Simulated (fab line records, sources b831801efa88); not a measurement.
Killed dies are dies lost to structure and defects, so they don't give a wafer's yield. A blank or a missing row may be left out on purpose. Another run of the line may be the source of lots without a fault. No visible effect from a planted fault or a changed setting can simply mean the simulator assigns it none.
Matching of chambers :: flow gf180mcu :: 4 sister chambers for GF_V3_ETCH_16 on rie-diel-01
The step etches BARC in N2/H2. 8 wafers are shown with their chamber, then 9 later ones without.

== WAFERS WITH THEIR CHAMBER ==
wafer: L079.4
chamber: 0
drypump-motor-current-A (A): 5.8
oes-product-au (a.u.): 0.860

wafer: L084.1
chamber: 3
drypump-motor-current-A (A): 5.3
oes-product-au (a.u.): 0.856

wafer: L084.2
chamber: 1
drypump-motor-current-A (A): 6.1
oes-product-au (a.u.): 0.851

wafer: L084.4
chamber: 0
drypump-motor-current-A (A): 5.8
oes-product-au (a.u.): 0.855

wafer: L085.2
chamber: 3
drypump-motor-current-A (A): 5.4
oes-product-au (a.u.): 0.859

wafer: L086.1
chamber: 2
drypump-motor-current-A (A): 5.1
oes-product-au (a.u.): 0.847

wafer: L086.2
chamber: 1
drypump-motor-current-A (A): 6.1
oes-product-au (a.u.): 0.859

wafer: L086.6
chamber: 2
drypump-motor-current-A (A): 5.1
oes-product-au (a.u.): 0.855

== WAFERS WHOSE CHAMBER IS MISSING ==
wafer: L087.1
drypump-motor-current-A (A): 6.1
oes-product-au (a.u.): 0.852

wafer: L087.3
drypump-motor-current-A (A): 5.8
oes-product-au (a.u.): 0.856

wafer: L087.4
drypump-motor-current-A (A): 5.8
oes-product-au (a.u.): 0.853

wafer: L091.2
drypump-motor-current-A (A): 5.1
oes-product-au (a.u.): 0.858

wafer: L091.3
drypump-motor-current-A (A): 5.4
oes-product-au (a.u.): 0.858

wafer: L091.6
drypump-motor-current-A (A): 5.1
oes-product-au (a.u.): 0.847

wafer: L095.1
drypump-motor-current-A (A): 5.4
oes-product-au (a.u.): 0.856

wafer: L095.4
drypump-motor-current-A (A): 5.1
oes-product-au (a.u.): 0.856

wafer: L095.5
drypump-motor-current-A (A): 6.1
oes-product-au (a.u.): 0.854

== WHICH CHAMBER EACH WENT THROUGH ==
wafer: L087.1
from the rows above: 1
in truth: 1

wafer: L087.3
from the rows above: 0
in truth: 0

wafer: L087.4
from the rows above: 0
in truth: 0

wafer: L091.2
from the rows above: 2
in truth: 2

wafer: L091.3
from the rows above: 3
in truth: 3

wafer: L091.6
from the rows above: 2
in truth: 2

wafer: L095.1
from the rows above: 3
in truth: 3

wafer: L095.4
from the rows above: 2
in truth: 2

wafer: L095.5
from the rows above: 1
in truth: 1
Correctly placed: 9 of 9. Number that these rows cannot place: 0. 0 placed wrongly.
How it was worked out, from the rows above alone: a wafer's distance from a chamber is the root of the sum, over the readings, of the square of ((its reading less the chamber's mean) divided by the reading's scatter). The wafer belongs to the nearest chamber; if the next one is less than 2 further off, it can't be placed. A chamber's mean is the mean of its shown wafers. The scatter: the root of (the sum of the squares of (reading less its chamber's mean) over the shown wafers, divided by (wafers less chambers)).
